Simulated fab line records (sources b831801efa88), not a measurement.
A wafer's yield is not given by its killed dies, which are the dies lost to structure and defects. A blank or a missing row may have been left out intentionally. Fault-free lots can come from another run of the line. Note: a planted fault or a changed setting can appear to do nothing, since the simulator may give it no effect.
Which tool is to blame? ; flow sky130 ; 38 wafers from 13 lots sampled at 2 of the route's 708 steps

## WHAT THE GAUGES SHOWED, per wafer
SKY_VT_ADJUST_HVTR_CD_MEAS_07: the cd target is 380 nm.
lot;measured;on;cdNm (nm)
L690;day 9 11:28;cdSem-01;376.9 376.3 375.4
L692;day 10 05:59;cdSem-01;374.1 376.6 374.5
L695;day 11 04:43;cdSem-02;378.3 378.1 377.0
L696;day 11 05:02;cdSem-01;378.3 378.1 378.5
L698;day 11 22:01;cdSem-01;378.9 376.8 378.9
L699;day 12 05:47;cdSem-01;378.8 378.6 380.0
L700;day 12 10:35;cdSem-02;381.6 378.3 378.6
L701;day 12 19:05;cdSem-02;380.9 381.2 380.4
L705;day 14 19:25;cdSem-02;380.4 379.7 380.3
L708;day 15 02:05;cdSem-02;380.8 381.7 381.7
L709;day 15 07:12;cdSem-02;382.1 401.9 382.1 401.4
L711;day 16 00:28;cdSem-01;377.6 379.1 376.8
L713;day 16 16:08;cdSem-02;384.4 385.6 382.9

## WHICH TOOL RAN EACH LOT (tool, then ch and the chambers of the sampled wafers, then the start)
lot;SKY_VT_ADJUST_HVTR_DEVELOP_06
L690;lithoTrack-01 ch 0, day 9 11:19
L692;lithoTrack-02 ch 0, day 10 05:50
L695;lithoTrack-01 ch 0, day 11 04:34
L696;lithoTrack-04 ch 0, day 11 04:53
L698;lithoTrack-02 ch 0, day 11 21:52
L699;lithoTrack-02 ch 0, day 12 05:38
L700;lithoTrack-02 ch 0, day 12 10:26
L701;lithoTrack-01 ch 0, day 12 18:56
L705;lithoTrack-01 ch 0, day 14 19:16
L708;lithoTrack-04 ch 0, day 15 01:56
L709;lithoTrack-01 ch 0, day 15 07:03
L711;lithoTrack-02 ch 0, day 16 00:19
L713;lithoTrack-04 ch 0, day 16 15:59
- SKY_VT_ADJUST_HVTR_DEVELOP_06: develop time 60 s.

## WHAT THE TOOLS THEMSELVES READ (means of the sampled wafers that have a number; where no wafer has one, the mark that the record gives instead)
SKY_VT_ADJUST_HVTR_DEVELOP_06.
lot;tool;resistLineTempC (C)
L690;lithoTrack-01;22.85
L692;lithoTrack-02;23.12
L695;lithoTrack-01;22.84
L696;lithoTrack-04;23.03
L698;lithoTrack-02;23.08
L699;lithoTrack-02;23.02
L700;lithoTrack-02;23.05
L701;lithoTrack-01;22.95
L705;lithoTrack-01;22.92
L708;lithoTrack-04;23.15
L709;lithoTrack-01;23.13
L711;lithoTrack-02;22.90
L713;lithoTrack-04;22.82

## THE ANSWER, worked out from the rows above alone
Rule: usual is defined by the lots themselves. The widest of any qualifying gaps counts: lots, ordered by their means at a reading, are off when they make up no more than a third of the lots, leave a main group of 4 or more, and stand apart from it by 3 or more times the standard deviation of that group's means. A main group whose means are all the same, to the digits that the tables above print for the reading, isn't used. Also off: a lot with no number at a reading for which 4 or more lots have one. The other lots that the step has rows for count as sound. The gauges are gone through in route order, then the tools' own readings, and for those a lot's mean is taken as printed above. At the first step where some lot is off, the reading lying furthest off is the one used; lots without a number count as furthest.
Off: L709, at SKY_VT_ADJUST_HVTR_CD_MEAS_07 (cdNm). For the main group the mean is 379.1 nm and the standard deviation 2.3.
If a tool, at a process step before that reading, ran all the lots that are off and no sound lot after the first of them, it fits. Those tools and the gauges at SKY_VT_ADJUST_HVTR_CD_MEAS_07 are tried in the same way. One candidate fits, namely lithoTrack-01 at SKY_VT_ADJUST_HVTR_DEVELOP_06. A fault onset in the window from L705 (day 14 19:16, its last sound lot) to L709 (day 15 07:03, its first lot off) fits.

## WHAT WAS PUT IN BY THE SIMULATOR
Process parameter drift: lithoTrack-01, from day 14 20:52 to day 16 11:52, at SKY_VT_ADJUST_HVTR_DEVELOP_06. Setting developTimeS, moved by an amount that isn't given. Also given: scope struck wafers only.
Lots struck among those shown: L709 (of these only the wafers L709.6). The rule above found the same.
